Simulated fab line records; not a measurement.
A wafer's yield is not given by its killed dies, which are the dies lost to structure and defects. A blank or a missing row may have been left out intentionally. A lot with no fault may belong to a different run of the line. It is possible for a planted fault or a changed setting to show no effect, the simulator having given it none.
A lot that was struck, set against a sound lot || flow gf180mcu || 30 out of 602 route steps
Sound: the wafers L652.4, L652.5, L652.6. Struck: wafers L660.2, L660.5. (L660.6 of the same lot was not struck and is left out.) The cause comes at the end.
Order at every step that has rows: each side's tool, ch and its chambers, its first start. Under that, the readings that differ: sound wafers || struck wafers || difference of the means || sigmas: that difference in standard deviations of wafers without a fault.
alike: same words and numbers on both sides, and readings whose means sit less than 2 such deviations apart. not compared: any withheld reading, any reading some wafer has no value for, any bound like >300 that may hide the same value, and any number with overlapping values for which the record gives no deviation.
Wherever a step has rows on one side only, a row that says differs or no value, or a row with sigmas, the two part there. Non-overlapping numbers with no deviation appear without sigmas and do not part them. A reading missing from all wafers of one side parts the sides only when that side holds two or more wafers.

first, 3 steps without rows for these wafers: GF_PSD_EXPOSE_04 (exposes mask Pplus, target cd 400 nm); GF_PSD_PEB_05; GF_PSD_DEVELOP_06 (develop time 60 s).
GF_PSD_CD_MEAS_07: the cd target is 400 nm.
  sound: cd sem-02 at day 14 10:10; struck: cd sem-01 at day 17 11:25
  alike: cd nm
GF_PSD_OVL_MEAS_08:
  sound: overlay-01 at day 14 10:14; struck: overlay-01 at day 17 11:31
  alike: PSD_OVL
after that, 1 step had no rows for these wafers: GF_PSD_IMPLANT_09.
GF_PSD_STRIP_10: strips in O2/N2.
  sound on plasma asher-01 ch 0,1, day 14 10:26; struck on plasma asher-01 ch 0,1, day 17 11:41
  alike: drypump motor current A, heater power w, oes product au, strip time to endpoint s
  not compared: rf hours counter h
GF_PSD_TW_MEAS_11:
  sound: film metro-02 at day 14 10:32; struck: film metro-02 at day 17 11:48
  alike: PSD_TW
then, 1 step without rows for these wafers: GF_PSD_CLEAN_12 (cleans in SC1/SC2, time 150 s).
GF_PSD_RTA_13: time 20 s.
  sound on rtp anneal-02 ch 0, day 14 10:43; struck on rtp anneal-02 ch 0, day 17 11:55
  alike: lamp power pct, wafer_temp_C_max
GF_PSD_RS_MEAS_14: uses a four-point probe to measure.
  sound: film metro-04 at day 14 10:49; struck: film metro-01 at day 17 12:01
  alike: NSD_RS
GF_PSD_RS_MEAS_15: uses a four-point probe to measure.
  sound: film metro-04 at day 14 10:56; struck: film metro-01 at day 17 12:08
  alike: PSD_RS
GF_SAB_CVD_00: deposits SiO2 from TEOS, target thk 50 nm, time 4.9302 s.
  sound on pecvd-03 ch 0,1,2, day 14 11:00; struck on pecvd-02 ch 0,2, day 17 12:14
{"reading": "model.SiO2_of_SAB_CVD_00.thk nm (nm)", "sound": "49.83 48.46 50.02", "struck": "68.45 69.17", "difference": "+19.37", "sigmas": ""}
  alike: heater power w
GF_SAB_THK_MEAS_01:
  sound: film metro-02 at day 14 11:02; struck: film metro-02 at day 17 12:16
{"reading": "SAB_CVD_00_THK (nm)", "sound": "49.9 48.5 50.0", "struck": "68.4 69.2", "difference": "+19.3", "sigmas": "+30"}
then, 7 steps without rows for these wafers: GF_SAB_DEHYDRATE_02 (time 60 s); GF_SAB_HMDS_03 (prime time 60 s); GF_SAB_COAT_04 (resist thk 1000 nm); GF_SAB_SOFTBAKE_05 (time 60 s); GF_SAB_EXPOSE_06 (exposes mask SAB, target cd 420 nm); GF_SAB_PEB_07; GF_SAB_DEVELOP_08 (develop time 60 s).
GF_SAB_CD_MEAS_09: the cd target is 420 nm.
  sound: cd sem-02 at day 15 07:55; struck: cd sem-01 at day 18 11:46
  alike: cd nm
GF_SAB_OVL_MEAS_10:
  sound: overlay-02 at day 15 07:59; struck: overlay-02 at day 18 11:52
  alike: SAB_OVL
GF_SAB_ETCH_11: etches SiO2 in C4F8/O2/Ar, target depth 55 nm, time 8.5 s.
  sound on rie diel-04 ch 0,1,2, day 15 08:01; struck on rie diel-03 ch 1,2, day 18 11:54
  alike: oes product au
  not compared: rf hours counter h
then, 1 step without rows for these wafers: GF_SAB_WET_ETCH_12 (etches SiO2 in dHF, target depth 22 nm, time 440 s).
GF_SAB_STRIP_13: strips in O2/N2.
  sound on plasma asher-01 ch 0,1, day 15 08:13; struck on plasma asher-02 ch 1, day 18 12:03
{"reading": "heater power w (W)", "sound": "333 328 271", "struck": "413 397", "difference": "+94", "sigmas": "+2"}
  alike: drypump motor current A, oes product au, strip time to endpoint s
  not compared: rf hours counter h
then, 1 step without rows for these wafers: GF_SALICIDE_CLEAN_00 (cleans in SC1/SC2, time 150 s).
GF_SALICIDE_WET_ETCH_01: etches SiO2 in dHF, target depth 5 nm, time 100 s.
  sound on wet bench-03 ch 1, day 15 08:19; struck on wet bench-03 ch 0, day 18 12:12
{"reading": "model.SiO2_of_SAB_CVD_00.thk nm (nm)", "sound": "39.2 37.85 39.38", "struck": "57.87 58.59", "difference": "+19.42", "sigmas": ""}
GF_SALICIDE_SPUTTER_02: material Co, target thk 10 nm, time 20 s.
  sound: pvd sputter-02 at day 15 08:22; struck: pvd sputter-02 at day 18 12:14
  alike: throttle valve pct
after that, 1 step had no rows for these wafers: GF_PASSIVATION_PROBE_99.

WHERE THEY PART
At GF_SAB_THK_MEAS_01 first; at GF_SAB_STRIP_13 last (within this record only). Later steps at which nothing parts them and some readings are alike: GF_SALICIDE_SPUTTER_02.

WHY: the cause the simulator had injected
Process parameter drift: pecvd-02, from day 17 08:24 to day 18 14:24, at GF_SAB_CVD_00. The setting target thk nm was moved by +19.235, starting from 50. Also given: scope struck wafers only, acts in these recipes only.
